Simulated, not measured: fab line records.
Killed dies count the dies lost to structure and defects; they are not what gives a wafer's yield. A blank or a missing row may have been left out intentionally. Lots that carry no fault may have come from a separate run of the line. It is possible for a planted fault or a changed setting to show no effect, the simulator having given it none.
Matching of chambers ; flow sfq_line ; SFQ_TRILAYER_I0_VIA_ETCH_VIA_ETCH_034 on rie_diel-01: 4 sister chambers
The step etches SiO2 in CHF3, stops on Nb, target depth 260 nm. 4 wafers are shown with their chamber, then 7 later ones without.

== WAFERS WITH THEIR CHAMBER ==
wafer;chamber;oes_product_au (a.u.)
L421.3;1;0.854
L422.5;2;0.860
L426.1;0;0.851
L426.2;3;0.862

== WAFERS WHOSE CHAMBER IS MISSING ==
wafer;oes_product_au (a.u.)
L426.3;0.854
L427.1;0.850
L427.3;0.854
L427.6;0.851
L428.1;0.863
L428.3;0.854
L428.4;0.851

== CHAMBER TAKEN BY EACH ==
wafer;from the rows above;in truth
L426.3;1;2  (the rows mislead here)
L427.1;0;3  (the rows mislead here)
L427.3;1;1
L427.6;0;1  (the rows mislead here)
L428.1;3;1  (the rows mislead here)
L428.3;1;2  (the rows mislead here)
L428.4;0;0
Correctly placed: 2 of 7. Left unplaced by these rows: 0. 5 placed wrongly.
How it was worked out, from the rows above alone: a wafer's distance from a chamber is the root of the sum, over the readings, of the square of ((its reading less the chamber's mean) divided by the reading's scatter). The wafer belongs to the nearest chamber; if the next one is less than 2 further off, it can't be placed. Each chamber's mean is taken over the wafers shown for it. The scatter (one wafer shown for each chamber): square how far every hidden wafer sits from the nearest shown wafer, average those squares and take the square root.
